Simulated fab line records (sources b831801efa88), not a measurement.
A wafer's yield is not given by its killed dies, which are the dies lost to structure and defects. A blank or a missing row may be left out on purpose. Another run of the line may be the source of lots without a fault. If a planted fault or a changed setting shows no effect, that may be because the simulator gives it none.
Comparing a struck lot with a sound one -- flow sky130 -- 27 out of 708 route steps
Sound: the wafers L970.1, L970.5, L970.6. The struck wafers were L971.1, L971.3, L971.5. Last of all comes the cause.
For every step that has rows: the tool of each side, followed by ch and its chambers, followed by its first start. Under that, the readings that differ: sound wafers -- struck wafers -- difference of the means -- sigmas: that difference in standard deviations of wafers without a fault.
alike: readings with means less than 2 such deviations apart, plus words and numbers identical on both sides. not compared: withheld readings, readings lacking a value on some wafer, bounds such as >300 that could conceal the same value, and numbers that have no deviation in the record and whose values overlap.
The two part at a step that has a row with sigmas, a row that says differs or no value, or rows on one side only. Numbers that have no deviation but don't overlap get no sigmas and don't part them. A reading missing from all wafers of one side parts the sides only when that side holds two or more wafers.

first, 2 steps without rows for these wafers: SKY_METAL4_PEB_11; SKY_METAL4_DEVELOP_12 (develop time 60 s).
SKY_METAL4_CD_MEAS_13: target cd 300 nm.
  sound: cd sem-02 at day 46 21:07; struck: cd sem-01 at day 47 02:14
  alike: cd nm
SKY_METAL4_OVL_MEAS_14:
  sound: overlay-01 at day 46 21:14; struck: overlay-02 at day 47 02:22
  alike: METAL4_OVL
SKY_METAL4_DESCUM_15: chemistry O2, time 8 s.
  sound on rie metal-01 ch 0,1, day 46 21:16; struck on rie metal-03 ch 1, day 47 02:23
  alike: drypump motor current A, oes product au, temp c
  not compared: rf hours counter h
SKY_METAL4_ETCH_16: etches BARC in N2/H2, stops on SiO2, time 88.2 s, target depth 60 nm.
  sound on rie metal-01 ch 0,1, day 46 21:18; struck on rie metal-03 ch 1, day 47 02:25
  alike: drypump motor current A, oes product au, throttle valve pct
  not compared: rf hours counter h
SKY_METAL4_ETCH_17: etches SiO2 in C4F8/O2/Ar, stops on TiN, time 3.9 s, target depth 15 nm.
  sound on rie diel-02 ch 0,3, day 46 21:23; struck on rie diel-01 ch 0,2, day 47 02:31
  alike: oes product au
  not compared: rf hours counter h
then, 1 step without rows for these wafers: SKY_METAL4_METAL_ETCH_18 (etches the open film in Cl2/BCl3, stops on SiO2, target depth 845 nm, time 183.1 s).
SKY_METAL4_STRIP_19: strips in O2/N2.
  sound on plasma asher-01 ch 0,1, day 46 21:35; struck on plasma asher-01 ch 0,1, day 47 02:43
  alike: drypump motor current A, oes product au, strip time to endpoint s
  not compared: rf hours counter h
then, 3 steps without rows for these wafers: SKY_METAL4_STRIP_20 (strips in post etch residue remover, time 1200 s); SKY_METAL4_CLEAN_21 (cleans in IPA, time 180 s); SKY_METAL4_CLEAN_22 (cleans in O3/DIW).
SKY_VIA4_HDPCVD_00: deposits SiO2, target thk 1750 nm, time 291.7 s.
  sound on hdpcvd-01 ch 0,2, day 46 22:14; struck on hdpcvd-02 ch 0,1,2, day 47 03:19
SKY_VIA4_THK_MEAS_01:
  sound: film metro-03 at day 46 22:25; struck: film metro-03 at day 47 03:29
reading,sound,struck,difference,sigmas
VIA4_HDPCVD_THK (nm),1770 1762 1761,1570 1572 1542,-203,-11
SKY_VIA4_CMP_02: polishes SiO2.
  sound on cmp-02 ch 0,1,3, day 46 22:52; struck on cmp-01 ch 0,1, day 47 03:33
  alike: edge zone pressure frac, motor current A, platen rpm
SKY_VIA4_BOW_MEAS_03:
  sound: film metro-04 at day 46 23:01; struck: film metro-03 at day 47 03:51
  alike: VIA4_BOW
then, 7 steps without rows for these wafers: SKY_VIA4_DEHYDRATE_04 (time 60 s); SKY_VIA4_HMDS_05 (prime time 60 s); SKY_VIA4_COAT_06 (resist thk 1140 nm); SKY_VIA4_SOFTBAKE_07 (time 60 s); SKY_VIA4_EXPOSE_08 (exposes mask VIM4, target cd 800 nm); SKY_VIA4_PEB_09; SKY_VIA4_DEVELOP_10 (develop time 60 s).
SKY_VIA4_OVL_MEAS_11:
  sound: overlay-01 at day 47 19:56; struck: overlay-02 at day 48 00:24
  alike: VIA4_OVL
SKY_VIA4_ETCH_12: etches SiO2 in C4F8/O2/Ar, stops on TiN, target depth 580 nm.
  sound on rie diel-04 ch 1,2,3, day 47 19:58; struck on rie diel-04 ch 0,2, day 48 00:26
reading,sound,struck,difference,sigmas
oes product au (a.u.),0.925 0.922 0.927,0.758 0.759 0.756,-0.167,-35
then, 1 step without rows for these wafers: SKY_VIA4_STRIP_13 (strips in O2/N2).
-- the record jumps here: 2 days lie between the struck wafers' starts before and after (it left off in module VIA4 and takes up again in module PAD_OPEN, whose first step shown is number 708 of the route) --
SKY_PAD_OPEN_PROBE_99:
  sound: prober-01 at day 50 07:10; struck: prober-01 at day 50 10:58
reading,sound,struck,difference,sigmas
defect limited yield (%),85.8 87.0 82.7,69.1 73.0 70.9,-14.2,-7
killed_at_M4_up,2 1 1,49 59 65,+56,+33
killed at contacts,20 14 14,35 25 21,+11,+2
killed dies,70 64 85,152 133 143,+70,+8
killed on rim,13 15 17,64 64 73,+52,+13
sort_bin_3_pad_short (%),0.6 0.6 1.6,10.4 12.4 14.2,+11.4,+27
sort n pass,422 428 407,340 359 349,-70,-8
sort yield pct (%),85.8 87.0 82.7,69.1 73.0 70.9,-14.2,-7
model.etest.tester.sort n pass,422 428 407,340 359 349,-70,
model.etest.tester.sort_bin_3_pct (%),0.6098 0.6098 1.626,10.37 12.4 14.23,+11.38,
model.etest.tester.sort yield pct (%),85.77 86.99 82.72,69.11 72.97 70.94,-14.15,
  alike: killed_at_M0_to_M3, killed at front end, killed at other, killed open, killed short, sort_bin_5_function, sort_bin_6_memory

== WHERE THEY PART ==
First at SKY_VIA4_THK_MEAS_01; last, within this record, at SKY_PAD_OPEN_PROBE_99.

WHY: whatever the simulator had introduced
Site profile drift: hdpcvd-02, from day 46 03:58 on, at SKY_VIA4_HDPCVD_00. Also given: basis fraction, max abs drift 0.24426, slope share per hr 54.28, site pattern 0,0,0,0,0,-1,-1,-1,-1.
